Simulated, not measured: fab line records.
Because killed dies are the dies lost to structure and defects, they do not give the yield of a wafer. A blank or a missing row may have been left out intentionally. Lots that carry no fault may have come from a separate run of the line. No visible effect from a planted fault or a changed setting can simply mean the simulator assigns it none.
Problem report in the 8D (eight disciplines) form, filled by code -- flow gf180mcu -- the parts of the form that need people (team, actions taken, sign-off) are left out

== 1. WHAT IS WRONG ==
heater-power-total-W at GF_V3_SOFTBAKE_10 reads a mean of 94.66 W on 2 wafers of 2 lots; wafers without a fault read 93.05 W with a standard deviation of 0.06. That is +27 standard deviations from the usual mean.
The step: time 60 s.
Seen first at day 23 19:00 on litho-track-03, wafer L686.5. The record has a number at this step for 37 wafers belonging to 13 lots. Rule for "out" (also "out of limits"): further than 4 standard deviations from the usual mean. The other wafers with a number count as sound.

== 2. WHAT IT IS, AND WHAT IT ISN'T ==
question,is,is not
which readings at this step,"heater-power-total-W, run-length-s",-
which lots,"L686, L691","L681, L682, L693, L696, L698, L699, L700, L701, L702, L703, L704"
which wafers of those lots,"L686.5, L691.5","L686.6, L691.3"
read on which tools,litho-track-03,"litho-track-01, litho-track-04"
when,from day 23 19:00,"up to then (7 sound wafers); but 28 sound wafers of L691, L693, L696, L698, L699, L700, L701, L702, L703, L704 came after"

== 3. WHAT RULES OUT EACH SUSPECT ==
Counting: if a tool at a process step up to the reading ran every lot that is out, it stays a suspect. Sound lots after the first of them don't rule it out here, since some wafers of a struck lot are sound.
- litho-track-03 at GF_V3_SOFTBAKE_10 (time 60 s): kept. It ran every lot that is out, first L686 (day 23 19:00); its last sound lot up to then is L682 (day 22 08:00). Out on those wafers are its own readings of heater-power-total-W, run-length-s.
After counting, what remains is litho-track-03 at GF_V3_SOFTBAKE_10.

== 4. THE CAUSE (what the simulator had put in) ==
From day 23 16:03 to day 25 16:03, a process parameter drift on litho-track-03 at GF_V3_SOFTBAKE_10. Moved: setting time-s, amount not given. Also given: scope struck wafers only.
The count eliminated every tool but this one.

== 5. THE EFFECT CHAIN, in route order ==
Each row: a reading whose mean over the struck wafers that have a number lies more than 3 standard deviations from the usual. Only readings whose record carries a usual standard deviation are examined. hours: median over the lots of the time between each lot's start at the first step of this table that gives one and its start at this step. sigmas: the change, counted in usual standard deviations.
hours,step,reading,usual,on struck wafers,change,sigmas
0,GF_V3_SOFTBAKE_10,heater-power-total-W,93.05 W,94.66,+1.61,+27
0,GF_V3_SOFTBAKE_10,run-length-s,89.25 s,86.50,-2.75,-13
The process steps in it:
- GF_V3_SOFTBAKE_10: time 60 s.

== 6. HOW IT WOULD HAVE BEEN CAUGHT EARLIER ==
In this record no reading fell out of limits until day 23 19:00, 3 hours after the fault had begun at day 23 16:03.
